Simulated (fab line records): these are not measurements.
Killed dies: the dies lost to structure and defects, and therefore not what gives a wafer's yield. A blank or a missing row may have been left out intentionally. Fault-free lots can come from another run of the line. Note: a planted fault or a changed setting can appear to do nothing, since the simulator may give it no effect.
fab line records -- flow gf180mcu -- part 1 of 2: steps 1 to 23 of 32
record lots=5, wafers=15, lastDay=34
route steps=602 shown V1@341 M2@362
lots that met no fault: from a run of the same line without faults
startH: hours from the record's first day to the start of the lot's first wafer shown -- waitH: time in hours since the lot's previous step -- " same as the row above -- L1.1+2: a row that stands for several wafers -- - no value, or no start given -- * or withheld: withheld -- < > ~ a bound
route shown NAME@n: NAME is a module with steps in the file, n the number in the route of the first one -- usual: mean and standard deviation over wafers with no fault -- same: alike in all rows -- chamber/n: place in a boat -- sites: per-site readings -- _std_site: their standard deviation -- _edge_site: outer sites' mean less inner sites' -- radiusMm: for every site, how far away it sits from the centre of the wafer -- mask NAME#n: copy n -- behind: the tool/chamber that last shaped the wafer -- hold: why the lot went on hold/how many hours it stayed there/how the hold came to an end -- device: the n, p or np transistor that did not switch -- end of line: the route-end tests of the same wafers -- for a step that has no rows: nothing shown but its recipe -- killed: count of dies lost to structure and defects at first sort (not the wafer's yield) -- map: dies across one wafer; x = killed, . = not, _ = none there
set.NAME: the setting as run; set.NAME@STEP: as run at that earlier step -- model.NAME: the simulator's own value behind a step, which no gauge read
lots seen at some steps along the route; tables by step, rows by wafer
services: the hour from which a tool's chamber was out of use, counted from the record's first day as startH (under 0 if before that day), plus the number of hours and why
## steps
# step GF_V1_DEHYDRATE_06
# recipe tempC=200, timeS=60
# usual exhaustPa=44.8/0.95, heaterPowerTotalW=160.36/0.12
lot.wafer,tool,chamber,startH,waitH,exhaustPa,heaterPowerTotalW
L077.1,lithoTrack-02,0,429.77,11.1,43.4,160.23
L077.2,lithoTrack-02,0,429.77,11.1,44.1,160.38
L077.4,lithoTrack-02,0,429.77,11.1,43.3,160.35
L085.1,lithoTrack-02,0,502.17,10.7,44.4,160.21
L085.2,lithoTrack-02,0,502.17,10.7,45.2,160.27
L085.6,lithoTrack-02,0,502.17,10.7,44.4,160.34
L086.2,lithoTrack-02,0,511.74,10.9,44.1,160.43
L086.4,lithoTrack-02,0,511.74,10.9,44.6,160.52
L086.5,lithoTrack-02,0,511.74,10.9,43.9,160.40
L092.1,lithoTrack-02,0,560.27,10.7,44.4,160.34
L092.3,lithoTrack-02,0,560.27,10.7,44.1,160.42
L092.5,lithoTrack-02,0,560.27,10.7,44.0,160.32
L096.1,lithoTrack-03,0,589.76,10.0,46.7,160.40
L096.5,lithoTrack-03,0,589.76,10.0,44.7,160.26
L096.6,lithoTrack-03,0,589.76,10.0,46.2,160.53
# step GF_V1_HMDS_07
# recipe primeTimeS=60, primeTempC=120
# usual exhaustPa=44.8/0.88
lot.wafer,tool,chamber,startH,waitH,exhaustPa
L077.1,lithoTrack-02,0,429.92,0.1,45.1
L077.2,lithoTrack-02,0,429.92,0.1,44.3
L077.4,lithoTrack-02,0,429.92,0.1,45.5
L085.1,lithoTrack-02,0,502.32,0.1,45.4
L085.2,lithoTrack-02,0,502.32,0.1,45.8
L085.6,lithoTrack-02,0,502.32,0.1,46.0
L086.2,lithoTrack-02,0,511.89,0.1,45.8
L086.4,lithoTrack-02,0,511.89,0.1,46.3
L086.5,lithoTrack-02,0,511.89,0.1,45.9
L092.1,lithoTrack-02,0,560.42,0.1,45.9
L092.3,lithoTrack-02,0,560.42,0.1,44.9
L092.5,lithoTrack-02,0,560.42,0.1,45.6
L096.1,lithoTrack-03,0,589.91,0.1,44.0
L096.5,lithoTrack-03,0,589.91,0.1,43.0
L096.6,lithoTrack-03,0,589.91,0.1,43.7
# step GF_V1_COAT_08
# recipe resist=BARC, tempC=withheld, timeS=withheld, spinRpm=withheld, resistThkNm=withheld
# usual dispensePressureKPa=49.2/1.6, exhaustPa=45.0/0.93
lot.wafer,tool,chamber,startH,waitH,dispensePressureKPa,exhaustPa
L077.1,lithoTrack-02,0,430.07,0.1,50.4,45.9
L077.2,lithoTrack-02,0,430.07,0.1,50.3,46.2
L077.4,lithoTrack-02,0,430.07,0.1,50.3,45.3
L085.1,lithoTrack-02,0,502.47,0.1,50.2,45.9
L085.2,lithoTrack-02,0,502.47,0.1,50.3,44.3
L085.6,lithoTrack-02,0,502.47,0.1,50.3,44.1
L086.2,lithoTrack-02,0,512.04,0.1,50.2,44.2
L086.4,lithoTrack-02,0,512.04,0.1,50.2,45.8
L086.5,lithoTrack-02,0,512.04,0.1,50.3,45.4
L092.1,lithoTrack-02,0,560.57,0.1,50.3,44.6
L092.3,lithoTrack-02,0,560.57,0.1,50.3,45.6
L092.5,lithoTrack-02,0,560.57,0.1,50.3,45.4
L096.1,lithoTrack-03,0,590.06,0.1,50.5,44.7
L096.5,lithoTrack-03,0,590.06,0.1,50.5,45.4
L096.6,lithoTrack-03,0,590.06,0.1,50.5,43.8
# step GF_V1_COAT_09
# recipe resist=KrF, spinRpm=withheld, resistThkNm=1000
# usual dispensePressureKPa=49.3/1.6, exhaustPa=45.3/0.98
lot.wafer,tool,chamber,startH,waitH,dispensePressureKPa,exhaustPa
L077.1,lithoTrack-02,0,-,-,50.4,44.7
L077.2,lithoTrack-02,0,-,-,50.4,43.9
L077.4,lithoTrack-02,0,-,-,50.4,44.9
L085.1,lithoTrack-02,0,-,-,50.3,44.1
L085.2,lithoTrack-02,0,-,-,50.4,44.4
L085.6,lithoTrack-02,0,-,-,50.4,46.7
L086.2,lithoTrack-02,0,-,-,50.4,46.4
L086.4,lithoTrack-02,0,-,-,50.4,47.2
L086.5,lithoTrack-02,0,-,-,50.3,47.2
L092.1,lithoTrack-02,0,-,-,50.3,45.0
L092.3,lithoTrack-02,0,-,-,50.3,44.3
L092.5,lithoTrack-02,0,-,-,50.3,43.9
L096.1,lithoTrack-03,0,-,-,50.7,44.6
L096.5,lithoTrack-03,0,-,-,50.7,44.9
L096.6,lithoTrack-03,0,-,-,50.7,44.7
# step GF_V1_SOFTBAKE_10
# recipe tempC=130, timeS=60, resist=KrF
# usual exhaustPa=45.2/0.91, heaterPowerTotalW=93.05/0.062
lot.wafer,tool,chamber,startH,waitH,exhaustPa,heaterPowerTotalW
L077.1,lithoTrack-02,0,-,-,44.6,93.05
L077.2,lithoTrack-02,0,-,-,45.4,92.96
L077.4,lithoTrack-02,0,-,-,45.2,93.02
L085.1,lithoTrack-02,0,-,-,46.1,93.03
L085.2,lithoTrack-02,0,-,-,46.3,93.15
L085.6,lithoTrack-02,0,-,-,45.3,93.05
L086.2,lithoTrack-02,0,-,-,44.3,93.11
L086.4,lithoTrack-02,0,-,-,45.9,93.00
L086.5,lithoTrack-02,0,-,-,44.0,93.09
L092.1,lithoTrack-02,0,-,-,44.2,92.94
L092.3,lithoTrack-02,0,-,-,45.0,93.09
L092.5,lithoTrack-02,0,-,-,44.3,93.04
L096.1,lithoTrack-03,0,-,-,46.2,93.12
L096.5,lithoTrack-03,0,-,-,46.3,93.03
L096.6,lithoTrack-03,0,-,-,45.0,93.04
# step GF_V1_EXPOSE_11
# recipe maskId=Via1, targetCdNm=260, na=0.68, sourceShape=conventional, sigmaOuter=0.6, doseMj=38
# usual exposureDoseMJCm2=37.95/0.045
lot.wafer,tool,chamber,startH,waitH,mask,exposureDoseMJCm2
L077.1,krfScanner-01,0,-,-,Via1#0,38.04
L077.2,krfScanner-01,0,-,-,Via1#0,37.99
L077.4,krfScanner-01,0,-,-,Via1#0,38.09
L085.1,krfScanner-01,0,-,-,Via1#0,37.96
L085.2,krfScanner-01,0,-,-,Via1#0,37.92
L085.6,krfScanner-01,0,-,-,Via1#0,37.96
L086.2,krfScanner-02,0,-,-,Via1#0,37.93
L086.4,krfScanner-02,0,-,-,Via1#0,37.86
L086.5,krfScanner-02,0,-,-,Via1#0,37.97
L092.1,krfScanner-02,0,-,-,Via1#0,37.95
L092.3,krfScanner-02,0,-,-,Via1#0,37.98
L092.5,krfScanner-02,0,-,-,Via1#0,37.96
L096.1,krfScanner-01,0,-,-,Via1#0,37.97
L096.5,krfScanner-01,0,-,-,Via1#0,38.04
L096.6,krfScanner-01,0,-,-,Via1#0,38.03
# step GF_V1_PEB_12
# recipe pebTempC=135, pebTimeS=90, resist=KrF
# usual exhaustPa=45.1/0.74, heaterPowerTotalW=85.70/0.079
lot.wafer,tool,chamber,startH,waitH,exhaustPa,heaterPowerTotalW
L077.1,lithoTrack-03,0,-,-,44.7,85.69
L077.2,lithoTrack-03,0,-,-,44.6,85.65
L077.4,lithoTrack-03,0,-,-,45.6,85.65
L085.1,lithoTrack-01,0,-,-,45.9,85.78
L085.2,lithoTrack-01,0,-,-,44.7,85.60
L085.6,lithoTrack-01,0,-,-,45.4,85.82
L086.2,lithoTrack-03,0,-,-,44.4,85.78
L086.4,lithoTrack-03,0,-,-,44.9,85.74
L086.5,lithoTrack-03,0,-,-,43.9,85.82
L092.1,lithoTrack-02,0,-,-,45.1,85.73
L092.3,lithoTrack-02,0,-,-,44.9,85.68
L092.5,lithoTrack-02,0,-,-,43.9,85.77
L096.1,lithoTrack-02,0,-,-,46.0,85.62
L096.5,lithoTrack-02,0,-,-,44.8,85.83
L096.6,lithoTrack-02,0,-,-,44.8,85.60
# step GF_V1_DEVELOP_13
# recipe developTimeS=60, resist=KrF, devTempC=21
# usual exhaustPa=45.2/0.91
lot.wafer,tool,chamber,startH,waitH,exhaustPa
L077.1,lithoTrack-03,0,442.51,0.2,45.2
L077.2,lithoTrack-03,0,442.51,0.2,47.2
L077.4,lithoTrack-03,0,442.51,0.2,47.1
L085.1,lithoTrack-01,0,513.73,0.2,48.0
L085.2,lithoTrack-01,0,513.73,0.2,47.2
L085.6,lithoTrack-01,0,513.73,0.2,46.2
L086.2,lithoTrack-03,0,523.98,0.2,46.0
L086.4,lithoTrack-03,0,523.98,0.2,45.6
L086.5,lithoTrack-03,0,523.98,0.2,45.0
L092.1,lithoTrack-02,0,571.62,0.2,45.3
L092.3,lithoTrack-02,0,571.62,0.2,45.4
L092.5,lithoTrack-02,0,571.62,0.2,46.8
L096.1,lithoTrack-02,0,600.82,0.2,45.2
L096.5,lithoTrack-02,0,600.82,0.2,44.2
L096.6,lithoTrack-02,0,600.82,0.2,44.9
# step GF_V1_CD_MEAS_14
# recipe targetCdNm=260
# usual cdNm=259.8/1.5
lot.wafer,tool,chamber,startH,waitH,cdNm
L077.1,cdSem-01,-,442.66,0.1,257.8
L077.2,cdSem-01,-,442.66,0.1,258.2
L077.4,cdSem-01,-,442.66,0.1,257.1
L085.1,cdSem-01,-,513.88,0.1,261.1
L085.2,cdSem-01,-,513.88,0.1,262.9
L085.6,cdSem-01,-,513.88,0.1,260.6
L086.2,cdSem-01,-,524.13,0.1,256.7
L086.4,cdSem-01,-,524.13,0.1,258.1
L086.5,cdSem-01,-,524.13,0.1,257.9
L092.1,cdSem-01,-,571.77,0.1,262.3
L092.3,cdSem-01,-,571.77,0.1,263.1
L092.5,cdSem-01,-,571.77,0.1,262.0
L096.1,cdSem-01,-,600.97,0.1,260.9
L096.5,cdSem-01,-,600.97,0.1,261.9
L096.6,cdSem-01,-,600.97,0.1,261.4
# step GF_V1_OVL_MEAS_15
# usual V1_OVL=-2/5.8
lot.wafer,tool,chamber,startH,waitH,V1_OVL[nm]
L077.1,overlay-02,-,442.78,0.1,-9
L077.2,overlay-02,-,442.78,0.1,0
L077.4,overlay-02,-,442.78,0.1,-14
L085.1,overlay-01,-,514.00,0.1,-12
L085.2,overlay-01,-,514.00,0.1,-10
L085.6,overlay-01,-,514.00,0.1,-3
L086.2,overlay-02,-,524.23,0.1,0
L086.4,overlay-02,-,524.23,0.1,2
L086.5,overlay-02,-,524.23,0.1,8
L092.1,overlay-02,-,571.89,0.1,-4
L092.3,overlay-02,-,571.89,0.1,-12
L092.5,overlay-02,-,571.89,0.1,-13
L096.1,overlay-01,-,601.09,0.1,-14
L096.5,overlay-01,-,601.09,0.1,-13
L096.6,overlay-01,-,601.09,0.1,-10
# step GF_V1_ETCH_16
# recipe chemistry=N2/H2, targetDepthA=withheld, overetchA=withheld, timeS=withheld, target=BARC, ionEnergyEv=200, sourceW=500, biasW=100, pressureMtorr=30, n2FlowSccm=100, h2FlowSccm=200
# usual drypumpMotorCurrentA=5.9/0.51, h2FlowSccm=200.0/0.56, oesProductAu=0.853/0.0049, throttleValvePct=13.225/0.0089
lot.wafer,tool,chamber,startH,waitH,drypumpMotorCurrentA,h2FlowSccm,oesProductAu,throttleValvePct
L077.1,rieDiel-03,3,442.82,0.0,5.6,198.9,0.854,13.236
L077.2,rieDiel-03,2,442.82,0.0,6.3,200.4,0.857,13.224
L077.4,rieDiel-03,1,442.82,0.0,6.5,199.7,0.859,13.228
L085.1,rieDiel-01,0,514.04,0.0,5.4,200.6,0.858,13.245
L085.2,rieDiel-01,1,514.04,0.0,5.2,200.4,0.849,13.245
L085.6,rieDiel-01,2,514.04,0.0,6.5,200.2,0.852,13.232
L086.2,rieDiel-04,0,524.26,0.0,6.1,200.1,0.848,13.219
L086.4,rieDiel-04,1,524.26,0.0,5.0,199.0,0.852,13.218
L086.5,rieDiel-04,1,524.26,0.0,5.0,200.0,0.850,13.222
L092.1,rieDiel-04,3,571.92,0.0,6.3,200.2,0.851,13.234
L092.3,rieDiel-04,0,571.92,0.0,6.1,199.3,0.853,13.225
L092.5,rieDiel-04,3,571.92,0.0,6.4,199.0,0.859,13.234
L096.1,rieDiel-03,2,601.12,0.0,6.4,200.4,0.855,13.220
L096.5,rieDiel-03,1,601.12,0.0,6.5,199.3,0.855,13.234
L096.6,rieDiel-03,0,601.12,0.0,5.8,199.2,0.848,13.235
# step GF_V1_ETCH_17
# recipe chemistry=C4F8/O2/Ar, maskMaterial=KrF, target=SiO2, stopOn=TiN, sourceW=1500, biasW=1200, pressureMtorr=40, c4f8FlowSccm=withheld, O2_flow_sccm=6, Ar_flow_sccm=300, timeS=withheld, targetDepthA=6300
# usual oesProductAu=0.856/0.0048
lot.wafer,tool,chamber,startH,waitH,oesProductAu
L077.1,rieDiel-03,3,-,-,0.856
L077.2,rieDiel-03,2,-,-,0.852
L077.4,rieDiel-03,1,-,-,0.848
L085.1,rieDiel-01,0,-,-,0.864
L085.2,rieDiel-01,1,-,-,0.862
L085.6,rieDiel-01,2,-,-,0.861
L086.2,rieDiel-04,0,-,-,0.859
L086.4,rieDiel-04,1,-,-,0.863
L086.5,rieDiel-04,1,-,-,0.846
L092.1,rieDiel-04,3,-,-,0.854
L092.3,rieDiel-04,0,-,-,0.858
L092.5,rieDiel-04,3,-,-,0.848
L096.1,rieDiel-03,2,-,-,0.858
L096.5,rieDiel-03,1,-,-,0.846
L096.6,rieDiel-03,0,-,-,0.861
# step GF_V1_STRIP_18
# recipe chemistry=O2/N2, powerW=1400, pressureMtorr=1500, platenTempC=250, o2FlowSccm=3000, n2FlowSccm=300, overashFraction=0.5
# usual drypumpMotorCurrentA=6.19/0.26, heaterPowerW=334/26, oesProductAu=0.593/0.0049
lot.wafer,tool,chamber,startH,waitH,drypumpMotorCurrentA,heaterPowerW,oesProductAu,rfHoursCounterH
L077.1,plasmaAsher-02,1,442.94,-,6.19,338,0.592,82
L077.2,plasmaAsher-02,0,442.94,-,6.33,336,0.591,82
L077.4,plasmaAsher-02,1,442.94,-,6.24,334,0.592,-
L085.1,plasmaAsher-02,0,514.17,-,6.35,345,0.592,89
L085.2,plasmaAsher-02,1,514.17,-,6.24,344,0.586,89
L085.6,plasmaAsher-02,0,514.17,-,6.29,330,0.586,-
L086.2,plasmaAsher-04,1,524.39,-,6.44,337,0.600,44
L086.4,plasmaAsher-04,0,524.39,-,6.00,298,0.590,-
L086.5,plasmaAsher-04,0,524.39,-,6.06,291,0.592,-
L092.1,plasmaAsher-03,0,572.05,-,5.43,377,0.600,70
L092.3,plasmaAsher-03,0,572.05,-,5.40,374,0.591,-
L092.5,plasmaAsher-03,0,572.05,-,5.43,381,0.593,-
L096.1,plasmaAsher-02,1,601.25,-,6.19,333,0.592,99
L096.5,plasmaAsher-02,1,601.25,-,6.26,332,0.592,-
L096.6,plasmaAsher-02,0,601.25,-,6.31,342,0.586,-
# step GF_V1_STRIP_19
# recipe chemistry=postEtchResidueRemover, timeS=1200, tempC=72.5
lot.wafer,tool,chamber,startH,waitH
L077.1+2+4,wetBench-02,2,443.04,0.1
L085.1+2+6,wetBench-03,0,514.27,0.1
L086.2+4+5,wetBench-02,2,524.49,0.1
L092.1+3+5,wetBench-03,2,572.15,0.1
L096.1+5+6,wetBench-04,0,601.35,0.1
# step GF_V1_CLEAN_20
# recipe chemistry=DIW, dry=n2Spin
lot.wafer,tool,chamber,startH,waitH
L077.1+2+4,wetBench-04,0,443.42,0.0
L085.1+2+6,wetBench-04,2,514.61,0.0
L086.2+4+5,wetBench-03,3,524.87,0.0
L092.1+3+5,wetBench-04,3,572.49,0.0
L096.1+5+6,wetBench-02,0,601.72,0.0
# step GF_V1_SPUTTER_21
# recipe material=Ti, targetThkNm=15, chamberPressurePa=5, powerW=2500, substrateTempC=200, timeS=80.02
# usual cathodeDcPowerW=2500.0/0.46, throttleValvePct=29.9/1.3
lot.wafer,tool,chamber,startH,waitH,cathodeDcPowerW,throttleValvePct
L077.1,pvdSputter-01,-,443.51,0.0,2499.9,28.6
L077.2,pvdSputter-01,-,443.51,0.0,2500.7,32.0
L077.4,pvdSputter-01,-,443.51,0.0,2499.8,29.4
L085.1,pvdSputter-02,-,514.70,0.0,2500.0,30.1
L085.2,pvdSputter-02,-,514.70,0.0,2500.1,31.3
L085.6,pvdSputter-02,-,514.70,0.0,2499.8,31.4
L086.2,pvdSputter-02,-,524.96,0.0,2499.7,30.2
L086.4,pvdSputter-02,-,524.96,0.0,2500.3,31.4
L086.5,pvdSputter-02,-,524.96,0.0,2500.0,30.3
L092.1,pvdSputter-01,-,572.59,0.0,2500.0,32.1
L092.3,pvdSputter-01,-,572.59,0.0,2499.8,28.4
L092.5,pvdSputter-01,-,572.59,0.0,2501.2,31.8
L096.1,pvdSputter-01,-,601.82,0.0,2499.7,29.1
L096.5,pvdSputter-01,-,601.82,0.0,2499.3,29.6
L096.6,pvdSputter-01,-,601.82,0.0,2500.1,29.1
# step GF_V1_SPUTTER_22
# recipe material=TiN, targetThkNm=10, chamberPressurePa=5, powerW=4000, timeS=40
# usual cathodeDcPowerW=4000.1/0.77, throttleValvePct=29.9/1.3
lot.wafer,tool,chamber,startH,waitH,cathodeDcPowerW,throttleValvePct
L077.1,pvdSputter-01,-,443.57,0.0,4000.0,28.6
L077.2,pvdSputter-01,-,443.57,0.0,3999.7,31.9
L077.4,pvdSputter-01,-,443.57,0.0,4000.8,29.3
L085.1,pvdSputter-02,-,514.76,0.0,4000.2,30.1
L085.2,pvdSputter-02,-,514.76,0.0,3999.3,31.4
L085.6,pvdSputter-02,-,514.76,0.0,4000.2,31.2
L086.2,pvdSputter-02,-,525.02,0.0,4000.1,30.3
L086.4,pvdSputter-02,-,525.02,0.0,3998.6,31.4
L086.5,pvdSputter-02,-,525.02,0.0,3999.3,30.2
L092.1,pvdSputter-01,-,572.65,0.0,4000.2,32.0
L092.3,pvdSputter-01,-,572.65,0.0,4000.7,28.6
L092.5,pvdSputter-01,-,572.65,0.0,3999.8,31.9
L096.1,pvdSputter-01,-,601.88,0.0,4000.4,29.3
L096.5,pvdSputter-01,-,601.88,0.0,4001.7,29.4
L096.6,pvdSputter-01,-,601.88,0.0,3999.6,29.4
# step GF_V1_CVD_23
# recipe material=W, targetThkNm=350, timeS=105.05, tempC=400, pressureTorr=40
# usual heaterPowerW=914/140
lot.wafer,tool,chamber,startH,waitH,heaterPowerW
L077.1,cvdW-01,1,443.61,0.0,959
L077.2,cvdW-01,0,443.61,0.0,824
L077.4,cvdW-01,0,443.61,0.0,828
L085.1,cvdW-02,1,514.80,0.0,706
L085.2,cvdW-02,0,514.80,0.0,1074
L085.6,cvdW-02,0,514.80,0.0,1048
L086.2,cvdW-02,0,525.06,0.0,1067
L086.4,cvdW-02,0,525.06,0.0,1087
L086.5,cvdW-02,0,525.06,0.0,1051
L092.1,cvdW-02,1,572.69,0.0,728
L092.3,cvdW-02,0,572.69,0.0,1057
L092.5,cvdW-02,1,572.69,0.0,709
L096.1,cvdW-02,1,601.92,0.0,724
L096.5,cvdW-02,1,601.92,0.0,714
L096.6,cvdW-02,0,601.92,0.0,1092
# step GF_V1_RS_MEAS_24
# recipe thkMeasGauge=four-point-probe, reads=W_of_V1_CVD_23+TiN_of_V1_SPUTTER_22+Ti_of_V1_SPUTTER_21
# usual V1_W_RS=0.323/0.0056
lot.wafer,tool,chamber,startH,waitH,V1_W_RS[ohm/sq]
L077.1,filmMetro-02,-,443.72,0.1,0.328
L077.2,filmMetro-02,-,443.72,0.1,0.316
L077.4,filmMetro-02,-,443.72,0.1,0.316
L085.1,filmMetro-01,-,514.91,0.1,0.333
L085.2,filmMetro-01,-,514.91,0.1,0.319
L085.6,filmMetro-01,-,514.91,0.1,0.321
L086.2,filmMetro-02,-,525.19,0.1,0.315
L086.4,filmMetro-02,-,525.19,0.1,0.313
L086.5,filmMetro-02,-,525.19,0.1,0.317
L092.1,filmMetro-03,-,572.80,0.1,0.333
L092.3,filmMetro-03,-,572.80,0.1,0.319
L092.5,filmMetro-03,-,572.80,0.1,0.335
L096.1,filmMetro-01,-,602.03,0.1,0.329
L096.5,filmMetro-01,-,602.03,0.1,0.330
L096.6,filmMetro-01,-,602.03,0.1,0.318
# step GF_V1_THK_MEAS_25
# recipe thkMeasGauge=xrf, reads=W_of_V1_CVD_23
# usual V1_W_THK=344/7
lot.wafer,tool,chamber,startH,waitH,V1_W_THK[nm]
L077.1,filmMetro-02,-,443.84,0.1,347
L077.2,filmMetro-02,-,443.84,0.1,358
L077.4,filmMetro-02,-,443.84,0.1,361
L085.1,filmMetro-01,-,515.03,0.1,330
L085.2,filmMetro-01,-,515.03,0.1,344
L085.6,filmMetro-01,-,515.03,0.1,341
L086.2,filmMetro-02,-,525.30,0.1,359
L086.4,filmMetro-02,-,525.30,0.1,360
L086.5,filmMetro-02,-,525.30,0.1,356
L092.1,filmMetro-03,-,572.92,0.1,334
L092.3,filmMetro-03,-,572.92,0.1,348
L092.5,filmMetro-03,-,572.92,0.1,330
L096.1,filmMetro-01,-,602.15,0.1,334
L096.5,filmMetro-01,-,602.15,0.1,336
L096.6,filmMetro-01,-,602.15,0.1,345
# step GF_V1_CMP_26
# recipe stopOn=SiO2, downForcePsi=3.5, platenRpm=60, tOverpolishS=15, targetThkNm=0, padVelocityMS=0.94248
# usual edgeZonePressureFrac=1.000/0.0049, motorCurrentA=10.8/1.4, overpolishRunS=15.001/0.0085, slurryFilterDpKPa=13.52/0.15, timeToEndpointS=86/3.4
lot.wafer,tool,chamber,startH,waitH,edgeZonePressureFrac,motorCurrentA,overpolishRunS,slurryFilterDpKPa,timeToEndpointS
L077.2,cmp-02,3,443.95,0.1,1.001,9.2,14.987,13.52,90
L077.4,cmp-02,0,443.95,0.1,1.000,12.0,15.009,13.54,87
L077.1,cmp-02,1,443.95,0.1,1.002,11.2,15.019,13.61,86
L085.2,cmp-02,3,515.09,0.0,0.998,9.5,15.002,13.66,88
L085.1,cmp-02,1,515.09,0.0,1.000,11.2,15.002,13.31,80
L085.6,cmp-02,0,515.09,0.0,0.999,12.1,15.002,13.57,83
L086.2,cmp-01,3,525.45,0.1,0.998,10.0,14.994,13.53,91
L086.4,cmp-01,0,525.45,0.1,1.001,12.4,15.004,13.61,94
L086.5,cmp-01,1,525.45,0.1,0.997,9.4,14.994,13.50,93
L092.1,cmp-02,1,572.98,0.1,1.007,11.0,14.974,13.92,82
L092.3,cmp-02,2,572.98,0.1,0.998,11.7,15.018,13.57,84
L092.5,cmp-02,1,572.98,0.1,1.000,11.4,15.004,13.33,79
L096.1,cmp-02,0,602.26,0.1,1.012,12.2,14.982,13.49,83
L096.6,cmp-02,3,602.26,0.1,0.997,9.3,14.981,13.26,84
L096.5,cmp-02,0,602.26,0.1,1.004,11.7,15.013,13.50,78
# step GF_M2_SPUTTER_00
# recipe material=Ti, targetThkNm=37.5, arrivingIonEnergyEv=80, substrateTempC=200, chamberPressurePa=2, powerW=4000, timeS=150
# usual cathodeDcPowerW=4000.1/0.64, throttleValvePct=30.2/0.99
lot.wafer,tool,chamber,startH,waitH,cathodeDcPowerW,throttleValvePct
L077.1,pvdSputter-03,-,444.20,0.1,4000.0,30.6
L077.2,pvdSputter-03,-,444.20,0.1,4000.6,31.6
L077.4,pvdSputter-03,-,444.20,0.1,3999.9,28.9
L085.1,pvdSputter-03,-,515.39,0.1,3999.9,30.8
L085.2,pvdSputter-03,-,515.39,0.1,4000.0,29.0
L085.6,pvdSputter-03,-,515.39,0.1,3999.8,31.7
L086.2,pvdSputter-03,-,525.65,0.1,3998.6,28.8
L086.4,pvdSputter-03,-,525.65,0.1,4000.2,30.6
L086.5,pvdSputter-03,-,525.65,0.1,4000.3,28.2
L092.1,pvdSputter-02,-,573.28,0.2,4000.3,30.1
L092.3,pvdSputter-02,-,573.28,0.2,4000.1,30.1
L092.5,pvdSputter-02,-,573.28,0.2,4000.2,29.1
L096.1,pvdSputter-02,-,602.51,0.2,4000.2,30.1
L096.5,pvdSputter-02,-,602.51,0.2,3999.9,29.2
L096.6,pvdSputter-02,-,602.51,0.2,4000.8,31.1
# step GF_M2_SPUTTER_01
# recipe material=TiN, targetThkNm=30, powerW=6500, timeS=25, chamberPressurePa=0.4
# usual cathodeDcPowerW=6499.9/1.3, throttleValvePct=30.2/0.98
lot.wafer,tool,chamber,startH,waitH,cathodeDcPowerW,throttleValvePct
L077.1,pvdSputter-03,-,444.31,0.1,6498.7,30.8
L077.2,pvdSputter-03,-,444.31,0.1,6501.7,31.6
L077.4,pvdSputter-03,-,444.31,0.1,6501.9,29.0
L085.1,pvdSputter-03,-,515.49,0.1,6499.1,30.8
L085.2,pvdSputter-03,-,515.49,0.1,6500.8,29.0
L085.6,pvdSputter-03,-,515.49,0.1,6501.5,31.6
L086.2,pvdSputter-03,-,525.75,0.1,6496.1,29.0
L086.4,pvdSputter-03,-,525.75,0.1,6500.2,30.6
L086.5,pvdSputter-03,-,525.75,0.1,6499.8,28.2
L092.1,pvdSputter-02,-,573.38,0.1,6500.2,30.0
L092.3,pvdSputter-02,-,573.38,0.1,6495.1,30.4
L092.5,pvdSputter-02,-,573.38,0.1,6497.5,29.3
L096.1,pvdSputter-02,-,602.61,0.1,6500.1,30.1
L096.5,pvdSputter-02,-,602.61,0.1,6499.0,29.1
L096.6,pvdSputter-02,-,602.61,0.1,6500.9,31.2
